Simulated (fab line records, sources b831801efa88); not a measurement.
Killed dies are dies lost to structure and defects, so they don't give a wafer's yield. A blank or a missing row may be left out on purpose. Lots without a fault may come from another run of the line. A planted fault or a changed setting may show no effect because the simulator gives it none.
Problem report in the 8D (eight disciplines) form, filled by code | flow sky130 | the parts of the form that need people (team, actions taken, sign-off) are left out

1. THE PROBLEM
LDD_HVP_TW at SKY_LDD_HVP_TW_MEAS_10 reads a mean of 474.9 on 6 wafers of 2 lots; wafers without a fault read 452.3 with a standard deviation of 3. That is +7.5 standard deviations from the usual mean.
First seen on wafer L363.3, day 29 05:30, on film_metro-02. The record holds 36 wafers of 12 lots with a number at this step. Rule for "out", or "out of limits": more than 4 standard deviations from the usual mean. The other wafers with a number count as sound.

2. WHAT IT IS AND WHAT IT IS NOT
question                    | is                           | is not
which readings at this step | LDD_HVP_TW                   | -
which lots                  | L363, L364                   | L343, L344, L345, L346, L348, L349, L351, L352, L355, L362
which wafers of those lots  | all that have a number       | -
read on which gauges        | film_metro-01, film_metro-02 | film_metro-03
when                        | from day 29 05:30            | up to then (30 sound wafers)

3. SUSPECTS, AND WHAT RULES EACH OUT
Counting: a tool at a process step up to the reading stays a suspect if it ran every lot that is out and no sound lot after the first of them.
- the gauge at SKY_LDD_HVP_TW_MEAS_10: ruled out. The wafers that are out were read on 2 gauges (film_metro-01, film_metro-02).
- implanter-04 at SKY_LDD_HVP_IMPLANT_08: kept. It ran every lot that is out, first L363 (day 29 05:17), and no sound lot after that; its last sound lot up to then is L362 (day 28 16:38). Its own readings are out on those wafers: beam_on_s, end_station_pressure_torr, faraday_current_uA.
Left after counting: implanter-04 at SKY_LDD_HVP_IMPLANT_08.

4. THE CAUSE (what the simulator had put in)
Process parameter drift: implanter-04, from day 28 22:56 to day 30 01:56, at SKY_LDD_HVP_IMPLANT_08. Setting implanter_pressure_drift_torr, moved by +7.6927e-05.
Process parameter drift: implanter-04, from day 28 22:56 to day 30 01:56, at SKY_LDD_HVP_IMPLANT_08. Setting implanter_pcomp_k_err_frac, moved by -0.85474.
Counting left only this tool.

5. THE CHAIN OF EFFECTS, in route order
Each row: a reading whose mean over the struck wafers that have a number lies more than 3 standard deviations from the usual. Only readings for which the record gives a usual standard deviation are gone through. hours: the time from each lot's start at the first step in this table that gives one to its start at this step, as a median over the lots. sigmas: the change in usual standard deviations.
hours | step                   | reading                   | usual         | on struck wafers | change    | sigmas
0     | SKY_LDD_HVP_IMPLANT_08 | beam_on_s                 | 9.98 s        | 11.47            | +1.49     | +7.9
0     | SKY_LDD_HVP_IMPLANT_08 | end_station_pressure_torr | 5.09e-06 Torr | 8.06e-05         | +7.55e-05 | +99 or more
0     | SKY_LDD_HVP_IMPLANT_08 | faraday_current_uA        | 96.0          | 82.4             | -13.6     | -8.0
0     | SKY_LDD_HVP_TW_MEAS_10 | LDD_HVP_TW                | 452.3         | 474.9            | +22.6     | +7.5
The process steps in it:
- SKY_LDD_HVP_IMPLANT_08

6. WHAT WOULD HAVE CAUGHT IT SOONER
In this record the first reading out of limits at a measuring or inspecting step was taken at day 29 05:30, 7 hours after the fault began at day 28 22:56.
The tool's own readings at SKY_LDD_HVP_IMPLANT_08 were out on every struck wafer that the step has a row for (beam_on_s, end_station_pressure_torr, faraday_current_uA): an alarm limit on them would have fired on the first of those.
Of the lots that are out (2), L364 began SKY_LDD_HVP_IMPLANT_08 on implanter-04 after day 29 05:30. A hold on the tool at that time would have spared it.
